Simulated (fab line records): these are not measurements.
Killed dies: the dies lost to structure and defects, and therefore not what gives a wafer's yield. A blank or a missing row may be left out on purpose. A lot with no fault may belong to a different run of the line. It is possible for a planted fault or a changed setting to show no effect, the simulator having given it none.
The tool behind it: which one? || flow sky130 || 41 wafers from 14 lots sampled at 4 of the route's 708 steps

WHAT EACH GAUGE READ, for each wafer
SKY_VIA4_THK_MEAS_20: measures by xrf. Usual: VIA4_W_THK gives 515 nm (standard deviation 12).
{"lot": "L844", "measured": "day 43 01:24", "on": "film_metro-04", "VIA4_W_THK (nm)": "515 516 512", "flag": ""}
{"lot": "L845", "measured": "day 43 02:08", "on": "film_metro-02", "VIA4_W_THK (nm)": "515 514 526", "flag": ""}
{"lot": "L846", "measured": "day 43 19:51", "on": "film_metro-04", "VIA4_W_THK (nm)": "525 526 514", "flag": ""}
{"lot": "L847", "measured": "day 43 21:52", "on": "film_metro-04", "VIA4_W_THK (nm)": "511 504 516", "flag": ""}
{"lot": "L849", "measured": "day 43 22:32", "on": "film_metro-01", "VIA4_W_THK (nm)": "513 522 501", "flag": ""}
{"lot": "L850", "measured": "day 44 17:17", "on": "film_metro-02", "VIA4_W_THK (nm)": "528 531", "flag": ""}
{"lot": "L852", "measured": "day 45 05:43", "on": "film_metro-01", "VIA4_W_THK (nm)": "511 521 514", "flag": ""}
{"lot": "L853", "measured": "day 45 03:18", "on": "film_metro-02", "VIA4_W_THK (nm)": "495 495 509", "flag": ""}
{"lot": "L861", "measured": "day 47 08:22", "on": "film_metro-01", "VIA4_W_THK (nm)": "522 512 522", "flag": ""}
{"lot": "L863", "measured": "day 48 05:13", "on": "film_metro-02", "VIA4_W_THK (nm)": "529 526 509", "flag": ""}
{"lot": "L865", "measured": "day 48 08:06", "on": "film_metro-04", "VIA4_W_THK (nm)": "532 514 526", "flag": ""}
{"lot": "L864", "measured": "day 48 09:52", "on": "film_metro-02", "VIA4_W_THK (nm)": "492 493 501", "flag": ""}
{"lot": "L866", "measured": "day 48 14:25", "on": "film_metro-02", "VIA4_W_THK (nm)": "512 519 526", "flag": ""}
{"lot": "L867", "measured": "day 48 15:59", "on": "film_metro-04", "VIA4_W_THK (nm)": "518 537 532", "flag": ""}

SKY_PASSIVATION_THK_MEAS_03. Usual: PASSIVATION_CVD_02_THK gives 542 nm (standard deviation 7.2).
{"lot": "L844", "measured": "day 44 01:35", "on": "film_metro-01", "PASSIVATION_CVD_02_THK (nm)": "536 551 541", "flag": ""}
{"lot": "L845", "measured": "day 44 02:55", "on": "film_metro-03", "PASSIVATION_CVD_02_THK (nm)": "531 544 543", "flag": ""}
{"lot": "L846", "measured": "day 44 20:23", "on": "film_metro-03", "PASSIVATION_CVD_02_THK (nm)": "551 555 547", "flag": ""}
{"lot": "L847", "measured": "day 44 22:14", "on": "film_metro-03", "PASSIVATION_CVD_02_THK (nm)": "529 543 534", "flag": ""}
{"lot": "L849", "measured": "day 44 22:57", "on": "film_metro-04", "PASSIVATION_CVD_02_THK (nm)": "536 544 556", "flag": ""}
{"lot": "L850", "measured": "day 45 16:29", "on": "film_metro-03", "PASSIVATION_CVD_02_THK (nm)": "530 541", "flag": ""}
{"lot": "L852", "measured": "day 46 05:02", "on": "film_metro-04", "PASSIVATION_CVD_02_THK (nm)": "538 546 548", "flag": ""}
{"lot": "L853", "measured": "day 46 02:14", "on": "film_metro-03", "PASSIVATION_CVD_02_THK (nm)": "543 538 545", "flag": ""}
{"lot": "L861", "measured": "day 48 04:50", "on": "film_metro-01", "PASSIVATION_CVD_02_THK (nm)": "540 539 540", "flag": ""}
{"lot": "L863", "measured": "day 49 00:12", "on": "film_metro-01", "PASSIVATION_CVD_02_THK (nm)": "538 550 550", "flag": ""}
{"lot": "L865", "measured": "day 49 03:41", "on": "film_metro-01", "PASSIVATION_CVD_02_THK (nm)": "527 536 541", "flag": ""}
{"lot": "L864", "measured": "day 49 05:50", "on": "film_metro-01", "PASSIVATION_CVD_02_THK (nm)": "530 521 537", "flag": ""}
{"lot": "L866", "measured": "day 49 11:19", "on": "film_metro-01", "PASSIVATION_CVD_02_THK (nm)": "539 551 550", "flag": ""}
{"lot": "L867", "measured": "day 49 12:21", "on": "film_metro-03", "PASSIVATION_CVD_02_THK (nm)": "535 549 556", "flag": ""}

TOOL THAT RAN EACH LOT (tool first, then ch and the chambers of the sampled wafers, then the start)
{"lot": "L844", "SKY_METAL3_SPUTTER_03": "pvd_sputter-04, day 36 11:56", "SKY_VIA4_CVD_18": "cvd_w-01 ch 0,1, day 43 01:08"}
{"lot": "L845", "SKY_METAL3_SPUTTER_03": "pvd_sputter-02, day 36 13:28", "SKY_VIA4_CVD_18": "cvd_w-02 ch 0,1, day 43 01:53"}
{"lot": "L846", "SKY_METAL3_SPUTTER_03": "pvd_sputter-04, day 37 07:47", "SKY_VIA4_CVD_18": "cvd_w-01 ch 0,1, day 43 19:35"}
{"lot": "L847", "SKY_METAL3_SPUTTER_03": "pvd_sputter-01, day 37 10:05", "SKY_VIA4_CVD_18": "cvd_w-01 ch 0,1, day 43 21:35"}
{"lot": "L849", "SKY_METAL3_SPUTTER_03": "pvd_sputter-01, day 37 11:03", "SKY_VIA4_CVD_18": "cvd_w-02 ch 0,1, day 43 22:15"}
{"lot": "L850", "SKY_METAL3_SPUTTER_03": "pvd_sputter-01, day 38 14:14", "SKY_VIA4_CVD_18": "cvd_w-02 ch 0,1, day 44 17:02"}
{"lot": "L852", "SKY_METAL3_SPUTTER_03": "pvd_sputter-01, day 39 00:13", "SKY_VIA4_CVD_18": "cvd_w-02 ch 0,1, day 45 05:26"}
{"lot": "L853", "SKY_METAL3_SPUTTER_03": "pvd_sputter-04, day 39 00:41", "SKY_VIA4_CVD_18": "cvd_w-01 ch 0,1, day 45 03:02"}
{"lot": "L861", "SKY_METAL3_SPUTTER_03": "pvd_sputter-04, day 41 13:02", "SKY_VIA4_CVD_18": "cvd_w-02 ch 0,1, day 47 08:07"}
{"lot": "L863", "SKY_METAL3_SPUTTER_03": "pvd_sputter-01, day 42 15:07", "SKY_VIA4_CVD_18": "cvd_w-02 ch 0,1, day 48 04:56"}
{"lot": "L865", "SKY_METAL3_SPUTTER_03": "pvd_sputter-04, day 42 18:17", "SKY_VIA4_CVD_18": "cvd_w-02 ch 0,1, day 48 07:50"}
{"lot": "L864", "SKY_METAL3_SPUTTER_03": "pvd_sputter-01, day 42 19:11", "SKY_VIA4_CVD_18": "cvd_w-01 ch 0,1, day 48 09:35"}
{"lot": "L866", "SKY_METAL3_SPUTTER_03": "pvd_sputter-01, day 42 23:44", "SKY_VIA4_CVD_18": "cvd_w-02 ch 0,1, day 48 14:08"}
{"lot": "L867", "SKY_METAL3_SPUTTER_03": "pvd_sputter-04, day 43 01:14", "SKY_VIA4_CVD_18": "cvd_w-02 ch 0,1, day 48 15:43"}
- SKY_METAL3_SPUTTER_03: material Ti, target thk 5 nm, time 3.3 s.
- SKY_VIA4_CVD_18: deposits W, target thk 505 nm, time 152.14 s.

AS READ BY THE TOOLS THEMSELVES (means over the sampled wafers that have a number; for cases with no such wafer, the mark the record gives instead)
SKY_METAL3_SPUTTER_03. Usual: throttle_valve_pct at 29.9 %, with a standard deviation of 1.3.
{"lot": "L844", "tool": "pvd_sputter-04", "throttle_valve_pct (%)": 29.0, "flag": ""}
{"lot": "L845", "tool": "pvd_sputter-02", "throttle_valve_pct (%)": 30.5, "flag": ""}
{"lot": "L846", "tool": "pvd_sputter-04", "throttle_valve_pct (%)": 29.8, "flag": ""}
{"lot": "L847", "tool": "pvd_sputter-01", "throttle_valve_pct (%)": 29.0, "flag": ""}
{"lot": "L849", "tool": "pvd_sputter-01", "throttle_valve_pct (%)": 30.8, "flag": ""}
{"lot": "L850", "tool": "pvd_sputter-01", "throttle_valve_pct (%)": 28.7, "flag": ""}
{"lot": "L852", "tool": "pvd_sputter-01", "throttle_valve_pct (%)": 31.6, "flag": ""}
{"lot": "L853", "tool": "pvd_sputter-04", "throttle_valve_pct (%)": 29.3, "flag": ""}
{"lot": "L861", "tool": "pvd_sputter-04", "throttle_valve_pct (%)": 29.6, "flag": ""}
{"lot": "L863", "tool": "pvd_sputter-01", "throttle_valve_pct (%)": 31.5, "flag": ""}
{"lot": "L865", "tool": "pvd_sputter-04", "throttle_valve_pct (%)": 29.6, "flag": ""}
{"lot": "L864", "tool": "pvd_sputter-01", "throttle_valve_pct (%)": 29.7, "flag": ""}
{"lot": "L866", "tool": "pvd_sputter-01", "throttle_valve_pct (%)": 30.6, "flag": ""}
{"lot": "L867", "tool": "pvd_sputter-04", "throttle_valve_pct (%)": 29.2, "flag": ""}

SKY_VIA4_CVD_18. Usual: heater_power_w at 828 W, with a standard deviation of 33.
{"lot": "L844", "tool": "cvd_w-01", "heater_power_w (W)": 788, "flag": ""}
{"lot": "L845", "tool": "cvd_w-02", "heater_power_w (W)": 848, "flag": ""}
{"lot": "L846", "tool": "cvd_w-01", "heater_power_w (W)": 799, "flag": ""}
{"lot": "L847", "tool": "cvd_w-01", "heater_power_w (W)": 796, "flag": ""}
{"lot": "L849", "tool": "cvd_w-02", "heater_power_w (W)": 859, "flag": ""}
{"lot": "L850", "tool": "cvd_w-02", "heater_power_w (W)": 847, "flag": ""}
{"lot": "L852", "tool": "cvd_w-02", "heater_power_w (W)": 857, "flag": ""}
{"lot": "L853", "tool": "cvd_w-01", "heater_power_w (W)": 790, "flag": ""}
{"lot": "L861", "tool": "cvd_w-02", "heater_power_w (W)": 848, "flag": ""}
{"lot": "L863", "tool": "cvd_w-02", "heater_power_w (W)": 857, "flag": ""}
{"lot": "L865", "tool": "cvd_w-02", "heater_power_w (W)": 848, "flag": ""}
{"lot": "L864", "tool": "cvd_w-01", "heater_power_w (W)": 792, "flag": ""}
{"lot": "L866", "tool": "cvd_w-02", "heater_power_w (W)": 850, "flag": ""}
{"lot": "L867", "tool": "cvd_w-02", "heater_power_w (W)": 852, "flag": ""}

THE ANSWER, worked out from the rows above alone
Rule: take the mean of a lot's wafers that have a number; if it is more than 3 standard deviations from the usual mean, the lot is off. Also off: a lot with no number at a reading for which 4 or more lots have one. All remaining lots with rows at the step are treated as sound. After the gauges, taken in route order, come the tools' own readings; for these a lot's mean is taken, as printed above. At the first step where some lot is off, the reading lying furthest off is the one used; lots without a number count as furthest.
Across all readings shown, no lot is off: no conclusion can be drawn from this.

WHAT HAD BEEN PUT IN BY THE SIMULATOR
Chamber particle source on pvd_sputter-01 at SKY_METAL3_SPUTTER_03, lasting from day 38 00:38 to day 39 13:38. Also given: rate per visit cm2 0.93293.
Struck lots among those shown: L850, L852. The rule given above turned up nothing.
